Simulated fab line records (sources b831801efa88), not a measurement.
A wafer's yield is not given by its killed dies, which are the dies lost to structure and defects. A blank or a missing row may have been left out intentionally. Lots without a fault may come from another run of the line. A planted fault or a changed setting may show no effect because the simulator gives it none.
A struck lot beside a sound one + flow gf180mcu + 28 out of 602 route steps
Sound: wafers L587.2, L587.3, L587.5. Struck: wafers L600.1, L600.3, L600.6. At the end, the cause is stated.
Per side, at each step with rows, come the tool, then ch with its chambers, and then its first start. Under that, the readings that differ: sound wafers + struck wafers + difference of the means + sigmas: that difference in standard deviations of wafers without a fault.
alike: words and numbers the same on both sides, and readings whose means are apart by under 2 such deviations; not compared: readings that were withheld, readings missing a value for some wafer, numbers with overlapping values and no deviation given by the record, and bounds like >300 which may hide the same value.
A row with sigmas, a row that says differs or no value, or rows on one side alone: a step with any of these is where the two part. Non-overlapping numbers with no deviation appear without sigmas and do not part them. A reading missing from all wafers of one side parts the sides only when that side holds two or more wafers.

first, 3 steps without rows for these wafers: GF_M5_EXPOSE_04 (exposes mask Metal5, target cd 280 nm); GF_M5_PEB_05 (peb time 90 s); GF_M5_DEVELOP_06 (develop time 60 s).
GF_M5_CD_MEAS_07: the cd target is 280 nm.
  sound on cd-sem-02, day 27 03:52; struck on cd-sem-01, day 31 04:12
  alike: cd-nm
GF_M5_OVL_MEAS_08:
  sound on overlay-01, day 27 03:59; struck on overlay-02, day 31 04:19
| reading     | sound    | struck   | difference | sigmas |
|-------------|----------|----------|------------|--------|
| M5_OVL (nm) | 1 -7 -12 | 14 16 21 | +23        | +4     |
GF_M5_ETCH_09: etches Si3N4 in CF4/O2, target depth 52 nm, time 11.6 s.
  sound on rie-diel-01 ch 1,2, day 27 04:01; struck on rie-diel-02 ch 0,2,3, day 31 04:21
  alike: drypump-motor-current-A, oes-product-au, throttle-valve-pct
  not compared: rf-hours-counter-h
GF_M5_METAL_ETCH_10: etches the open film in Cl2/BCl3, stops on SiO2, target depth 627.5 nm, time 104.6 s.
  sound on rie-metal-04 ch 1, day 27 04:04; struck on rie-metal-01 ch 1, day 31 04:23
| reading                     | sound          | struck         | difference | sigmas |
|-----------------------------|----------------|----------------|------------|--------|
| drypump-motor-current-A (A) | 5.87 5.90 5.87 | 6.42 6.39 6.39 | +0.52      | +2     |
  alike: bcl3-flow-sccm, oes-product-au, throttle-valve-pct
  not compared: rf-hours-counter-h
GF_M5_STRIP_11: strips in O2/N2.
  sound on plasma-asher-01 ch 0,1, day 27 04:15; struck on plasma-asher-02 ch 0,1, day 31 04:36
  alike: drypump-motor-current-A, heater-power-w, oes-product-au, strip-time-to-endpoint-s
  not compared: rf-hours-counter-h
then, 3 steps without rows for these wafers: GF_M5_STRIP_12 (strips in post etch residue remover, time 1200 s); GF_M5_CLEAN_13 (cleans in DIW); GF_V5_CVD_00 (deposits SiO2, target thk 300 nm, time 50 s).
GF_V5_THK_MEAS_01:
  sound on film-metro-04, day 27 04:52; struck on film-metro-04, day 31 05:11
  alike: V5_CVD_00_THK
GF_V5_CVD_02: deposits SiO2 from TEOS, target thk 1450 nm, time 163.28 s.
  sound on pecvd-02 ch 0,1, day 27 04:55; struck on pecvd-04 ch 0,2, day 31 05:14
  no value came back on the struck wafers for heater-power-outer-w (W), heater-power-w (W), time-s (s); on the sound wafers heater-power-outer-w (W) reads 363 179 229
GF_V5_CMP_04: polishes SiO2.
  sound on cmp-01 ch 1,2, day 27 05:08; struck on cmp-01 ch 1,3, day 31 05:28
  alike: motor-current-A
GF_V5_BOW_MEAS_05:
  sound on film-metro-04, day 27 05:28; struck on film-metro-04, day 31 05:43
| reading     | sound       | struck      | difference | sigmas |
|-------------|-------------|-------------|------------|--------|
| V5_BOW (um) | 151 143 138 | 116 107 105 | -35        | -4     |
then, 8 steps without rows for these wafers: GF_V5_DEHYDRATE_06 (time 60 s); GF_V5_HMDS_07 (prime time 60 s); GF_V5_COAT_08; GF_V5_COAT_09 (resist thk 1000 nm); GF_V5_SOFTBAKE_10 (time 60 s); GF_V5_EXPOSE_11 (exposes mask Via5, target cd 260 nm); GF_V5_PEB_12 (peb time 90 s); GF_V5_DEVELOP_13 (develop time 60 s).
GF_V5_CD_MEAS_14: the cd target is 260 nm.
  sound on cd-sem-02, day 28 01:49; struck on cd-sem-01, day 31 23:24
  alike: cd-nm
GF_V5_OVL_MEAS_15:
  sound on overlay-01, day 28 01:56; struck on overlay-02, day 31 23:31
  alike: V5_OVL
GF_V5_ETCH_16: etches BARC in N2/H2.
  sound on rie-diel-02 ch 0,1, day 28 01:58; struck on rie-diel-04 ch 0,1,2, day 31 23:34
  alike: drypump-motor-current-A, oes-product-au, throttle-valve-pct
GF_V5_ETCH_17: etches SiO2 in C4F8/O2/Ar, stops on TiN, target depth 855 nm.
  sound: rie-diel-02 ch 0,1; struck: rie-diel-04 ch 0,1,2
| reading                        | sound             | struck            | difference | sigmas |
|--------------------------------|-------------------|-------------------|------------|--------|
| oes-product-au (a.u.)          | 0.858 0.862 0.861 | 0.550 0.552 0.549 | -0.310     | -67    |
| model.V5.feature-depth-nm (nm) | 854.1 852.9 853.9 | 300.6 299.9 297.8 | -554.2     |        |
| model.etch.depth-nm (nm)       | 854.1 852.9 853.9 | 300.6 299.9 297.8 | -554.2     |        |
then, 1 step without rows for these wafers: GF_V5_STRIP_18 (strips in O2/N2).

== WHERE THEY PART ==
At GF_M5_OVL_MEAS_08 first; at GF_V5_ETCH_17 last (within this record only).

WHY: what had been put in by the simulator
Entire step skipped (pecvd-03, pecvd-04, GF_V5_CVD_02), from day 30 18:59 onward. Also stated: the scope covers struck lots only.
